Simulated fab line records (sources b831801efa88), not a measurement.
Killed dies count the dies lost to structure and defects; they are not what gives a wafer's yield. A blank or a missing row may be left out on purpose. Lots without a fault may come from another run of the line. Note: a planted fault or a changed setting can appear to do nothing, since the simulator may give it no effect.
Which tool is to blame? -- flow sky130 -- Sampling: 14 lots, 42 wafers, 2 of 708 route steps

WHAT THE GAUGES SHOWED, per wafer
SKY_FIELD_ISO_CD_MEAS_13 targets a cd of 150 nm.
lot,measured,on,cd-nm (nm)
L707,day 2 05:01,cd-sem-01,150.0 150.4 148.7
L708,day 2 10:01,cd-sem-01,148.8 148.7 147.5
L709,day 2 16:19,cd-sem-02,148.9 148.6 148.3
L710,day 2 22:06,cd-sem-01,150.5 148.6 147.8
L711,day 3 00:41,cd-sem-01,150.6 149.6 149.9
L714,day 3 18:37,cd-sem-01,151.3 148.7 150.3
L715,day 3 23:46,cd-sem-01,149.1 149.4 149.5
L718,day 4 12:58,cd-sem-01,96.9 96.6 98.4
L720,day 5 01:29,cd-sem-01,107.6 107.5 107.0
L722,day 5 10:32,cd-sem-02,153.0 152.3 153.1
L724,day 5 22:55,cd-sem-01,150.0 151.9 150.1
L727,day 6 14:03,cd-sem-01,148.9 151.8 150.3
L728,day 6 18:03,cd-sem-01,149.6 151.6 149.7
L729,day 7 00:14,cd-sem-01,151.6 151.3 150.0

WHICH TOOL RAN EACH LOT (tool, then ch and the chambers of the sampled wafers, then the start)
lot,SKY_FIELD_ISO_EXPOSE_10
L707,"krf-scanner-01 ch 0, day 1 21:37"
L708,"krf-scanner-01 ch 0, day 2 03:12"
L709,"krf-scanner-01 ch 0, day 2 08:40"
L710,"krf-scanner-01 ch 0, day 2 14:29"
L711,"krf-scanner-02 ch 0, day 2 17:24"
L714,"krf-scanner-01 ch 0, day 3 10:55"
L715,"krf-scanner-02 ch 0, day 3 16:10"
L718,"krf-scanner-02 ch 0, day 4 05:20"
L720,"krf-scanner-02 ch 0, day 4 16:26"
L722,"krf-scanner-01 ch 0, day 5 02:17"
L724,"krf-scanner-01 ch 0, day 5 13:40"
L727,"krf-scanner-01 ch 0, day 6 04:22"
L728,"krf-scanner-01 ch 0, day 6 08:18"
L729,"krf-scanner-01 ch 0, day 6 15:11"
- SKY_FIELD_ISO_EXPOSE_10: exposes mask FOM, target cd 150 nm.

AS READ BY THE TOOLS THEMSELVES (means over the sampled wafers that have a number; for cases with no such wafer, the mark the record gives instead)
SKY_FIELD_ISO_EXPOSE_10.
lot,tool,exposure-dose-mJ-cm2
L707,krf-scanner-01,27.986
L708,krf-scanner-01,27.978
L709,krf-scanner-01,28.010
L710,krf-scanner-01,27.999
L711,krf-scanner-02,27.965
L714,krf-scanner-01,28.012
L715,krf-scanner-02,28.005
L718,krf-scanner-02,36.251
L720,krf-scanner-02,34.596
L722,krf-scanner-01,27.948
L724,krf-scanner-01,28.018
L727,krf-scanner-01,28.007
L728,krf-scanner-01,28.025
L729,krf-scanner-01,28.047

THE ANSWER, worked out from the rows above alone
Rule: what is usual is taken from the lots themselves. The widest of any qualifying gaps counts: lots, ordered by their means at a reading, are off when they make up no more than a third of the lots, leave a main group of 4 or more, and stand apart from it by 3 or more times the standard deviation of that group's means. Not used: any main group whose means are identical at the precision the tables above print for the reading. A lot without any number at a reading at which 4 lots or more have one is off too. Any other lot the step has rows for is counted as sound. First the gauges in route order, then the tools' own readings, where a lot's mean is used as printed above. The first step at which some lot is off is used, and at that step the reading that is off furthest; a lot without a number counts as furthest.
Off at SKY_FIELD_ISO_CD_MEAS_13 (cd-nm): L718, L720. For the main group the mean is 150.0 nm and the standard deviation 1.1.
If a tool, at a process step before that reading, ran all the lots that are off and no sound lot after the first of them, it fits. Not tried: the gauges at SKY_FIELD_ISO_CD_MEAS_13; whatever is off there is also off at SKY_FIELD_ISO_EXPOSE_10, on other tools, and gauge error can't account for it. One fits: krf-scanner-02 at SKY_FIELD_ISO_EXPOSE_10. Its last sound lot is L715 (day 3 16:10), its first lot that is off L718 (day 4 05:20): a fault that began between those two fits.
The tool's own readings at SKY_FIELD_ISO_EXPOSE_10 bear it out: on the lots that are off they differ by more than 5 times the standard deviation of the sound lots' means. exposure-dose-mJ-cm2 reads 35.423 there against 28.000 on the sound lots.

WHAT WAS PUT IN BY THE SIMULATOR
Process parameter drift: krf-scanner-02, from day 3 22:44 on, at SKY_FIELD_ISO_EXPOSE_10. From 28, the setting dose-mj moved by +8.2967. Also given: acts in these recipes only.
Struck lots among those shown: L718, L720. The rule above found the same.
